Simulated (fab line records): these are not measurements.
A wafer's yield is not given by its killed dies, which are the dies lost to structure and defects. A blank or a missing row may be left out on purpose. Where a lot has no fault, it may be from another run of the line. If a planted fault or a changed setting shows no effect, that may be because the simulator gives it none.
8D (eight disciplines) problem report, filled in by code || flow gf180mcu || the parts of the form that need people (team, actions taken, sign-off) are left out

## 1. WHAT WENT WRONG
Wafers with no fault read 2999.9 W with a standard deviation of 0.5, whereas cathode dc power W at GF_M4_SPUTTER_03 reads a mean of 3286.1 W on 1 wafer of 1 lot. So: +99 or more standard deviations from the usual mean.
The step: material Ti, target thk 10 nm, time 6.7 s.
Seen first at day 28 13:42 on pvd sputter-04, wafer L275.5. The record has a number at this step for 39 wafers belonging to 13 lots. The rule behind "out" and "out of limits": a value lying over 4 standard deviations away from the usual mean. All remaining wafers that have a number are taken as sound.

## 2. WHAT IT IS; WHAT IT IS NOT
{"question": "which readings at this step", "is": "cathode dc power W", "is not": "substrate temp c, throttle valve pct"}
{"question": "which lots", "is": "L275", "is not": "L259, L260, L261, L262, L264, L266, L267, L272, L276, L277, L278, L279"}
{"question": "which wafers of those lots", "is": "L275.5", "is not": "L275.3, L275.6"}
{"question": "read on which tools", "is": "pvd sputter-04", "is not": "pvd sputter-02, pvd sputter-03"}
{"question": "when", "is": "from day 28 13:42", "is not": "up to then (26 sound wafers); but 12 sound wafers of L276, L277, L278, L279 came after"}

## 3. WHAT RULES OUT EACH SUSPECT
Counting: a tool at a process step up to the reading stays a suspect if it ran every lot that is out. Sound lots after the first of them don't rule it out here, since some wafers of a struck lot are sound.
- rie diel-03 at GF_V3_ETCH_16 (etches BARC in N2/H2): kept. It ran the lot that is out, L275 (day 28 11:54).
- cvd w-01 at GF_V3_CVD_23 (deposits W, target thk 350 nm, time 104.9 s): kept. L275, the lot that is out, went through it at day 28 12:42; up to then, the latest sound lot through it was L272 at day 27 12:16.
- pvd sputter-04 at GF_M4_SPUTTER_03 (material Ti, target thk 10 nm, time 6.7 s): kept. L275, the lot that is out, went through it at day 28 13:42; up to then, the latest sound lot through it was L266 at day 25 14:22. Its own cathode dc power W readings are out on those wafers.
Left after counting: rie diel-03 at GF_V3_ETCH_16, cvd w-01 at GF_V3_CVD_23, pvd sputter-04 at GF_M4_SPUTTER_03.

## 4. THE CAUSE (what the simulator had put in)
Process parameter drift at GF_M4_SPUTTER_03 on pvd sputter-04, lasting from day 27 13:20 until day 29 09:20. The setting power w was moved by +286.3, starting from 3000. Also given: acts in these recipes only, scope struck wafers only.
After counting, 3 suspects remain, this tool included.

## 5. SEQUENCE OF EFFECTS, ordered by route
Rows list readings where the struck wafers' mean (over those with a number) sits beyond 3 standard deviations from the usual. Only readings for which the record gives a usual standard deviation are gone through. hours: the time from each lot's start at the first step in this table that gives one to its start at this step, as a median over the lots. sigmas: the change in usual standard deviations.
{"hours": 0, "step": "GF_M4_SPUTTER_03", "reading": "cathode dc power W", "usual": "2999.9 W", "on struck wafers": 3286.1, "change": "+286.2", "sigmas": "+99 or more"}
Process steps it contains:
- GF_M4_SPUTTER_03: material Ti, target thk 10 nm, time 6.7 s.

## 6. HOW IT WOULD HAVE BEEN CAUGHT EARLIER
First out-of-limits reading in this record: day 28 13:42, which is 24 hours after fault onset at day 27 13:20.
